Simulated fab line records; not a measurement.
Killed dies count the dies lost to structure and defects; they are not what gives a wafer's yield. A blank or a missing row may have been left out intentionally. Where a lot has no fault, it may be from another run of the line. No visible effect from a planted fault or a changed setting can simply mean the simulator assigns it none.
Chamber matching :: flow gf180mcu :: GF_M5_ETCH_09 on rieDiel-03: 4 sister chambers
The step etches Si3N4 in CF4/O2, target depth 52 nm, time 11.6 s. 16 wafers are shown with their chamber, then 8 later ones without.

## WAFERS PAIRED WITH THEIR CHAMBERS
wafer: L078.3
chamber: 3
oesProductAu (a.u.): 0.985
throttleValvePct (%): 5.965

wafer: L078.4
chamber: 0
oesProductAu (a.u.): 0.985
throttleValvePct (%): 5.974

wafer: L078.5
chamber: 1
oesProductAu (a.u.): 0.986
throttleValvePct (%): 5.950

wafer: L080.1
chamber: 3
oesProductAu (a.u.): 0.987
throttleValvePct (%): 5.971

wafer: L080.3
chamber: 0
oesProductAu (a.u.): 0.991
throttleValvePct (%): 5.983

wafer: L080.4
chamber: 1
oesProductAu (a.u.): 0.979
throttleValvePct (%): 5.962

wafer: L085.1
chamber: 1
oesProductAu (a.u.): 0.986
throttleValvePct (%): 5.963

wafer: L085.3
chamber: 0
oesProductAu (a.u.): 0.992
throttleValvePct (%): 5.967

wafer: L085.6
chamber: 2
oesProductAu (a.u.): 1.002
throttleValvePct (%): 5.974

wafer: L086.1
chamber: 0
oesProductAu (a.u.): 0.989
throttleValvePct (%): 5.963

wafer: L086.2
chamber: 3
oesProductAu (a.u.): 0.984
throttleValvePct (%): 5.955

wafer: L086.3
chamber: 2
oesProductAu (a.u.): 0.996
throttleValvePct (%): 5.975

wafer: L087.3
chamber: 2
oesProductAu (a.u.): 1.002
throttleValvePct (%): 5.977

wafer: L087.5
chamber: 3
oesProductAu (a.u.): 0.992
throttleValvePct (%): 5.968

wafer: L087.6
chamber: 2
oesProductAu (a.u.): 1.006
throttleValvePct (%): 5.962

wafer: L092.1
chamber: 0
oesProductAu (a.u.): 1.002
throttleValvePct (%): 5.979

SIGNATURES, as means of the wafers listed above
reading: oesProductAu
chamber 0: 0.99180
chamber 1: 0.98367
chamber 2: 1.00150
chamber 3: 0.98700
scatter within a chamber: 0.00483

reading: throttleValvePct
chamber 0: 5.97320
chamber 1: 5.95833
chamber 2: 5.97200
chamber 3: 5.96475
scatter within a chamber: 0.00742
Rule: for a wafer and a chamber, the distance is found by dividing, reading by reading, the gap between the wafer's reading and the chamber's mean by the reading's scatter, squaring, summing and taking the root. The wafer belongs to the nearest chamber; if the next one is less than 2 further off, it can't be placed. The scatter: take each reading less its chamber's mean, square it, sum over the shown wafers, divide by the number of wafers less the number of chambers, and take the root.

## WAFERS MISSING THEIR CHAMBER
wafer: L092.2
oesProductAu (a.u.): 0.997
throttleValvePct (%): 5.969

wafer: L092.3
oesProductAu (a.u.): 1.004
throttleValvePct (%): 5.977

wafer: L092.4
oesProductAu (a.u.): 0.989
throttleValvePct (%): 5.965

wafer: L092.5
oesProductAu (a.u.): 0.988
throttleValvePct (%): 5.966

wafer: L092.6
oesProductAu (a.u.): 0.986
throttleValvePct (%): 5.985

wafer: L095.1
oesProductAu (a.u.): 0.981
throttleValvePct (%): 5.956

wafer: L095.3
oesProductAu (a.u.): 0.999
throttleValvePct (%): 5.950

wafer: L095.6
oesProductAu (a.u.): 0.993
throttleValvePct (%): 5.978

## EACH ONE'S CHAMBER
wafer: L092.2
from the rows above: can't be placed: 2 or 0 or 3
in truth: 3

wafer: L092.3
from the rows above: can't be placed: 2 or 0
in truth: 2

wafer: L092.4
from the rows above: can't be placed: 3 or 0 or 1
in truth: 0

wafer: L092.5
from the rows above: can't be placed: 3 or 0 or 1
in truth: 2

wafer: L092.6
from the rows above: can't be placed: 0 or 3 or 1 or 2
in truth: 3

wafer: L095.1
from the rows above: can't be placed: 1 or 3
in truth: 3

wafer: L095.3
from the rows above: can't be placed: 2 or 3 or 1 or 0
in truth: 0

wafer: L095.6
from the rows above: can't be placed: 0 or 2 or 3
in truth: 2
Correctly placed: 0 of 8. Unplaceable from these rows: 8, with the true chamber sitting among the candidates in 7. 0 placed wrongly.
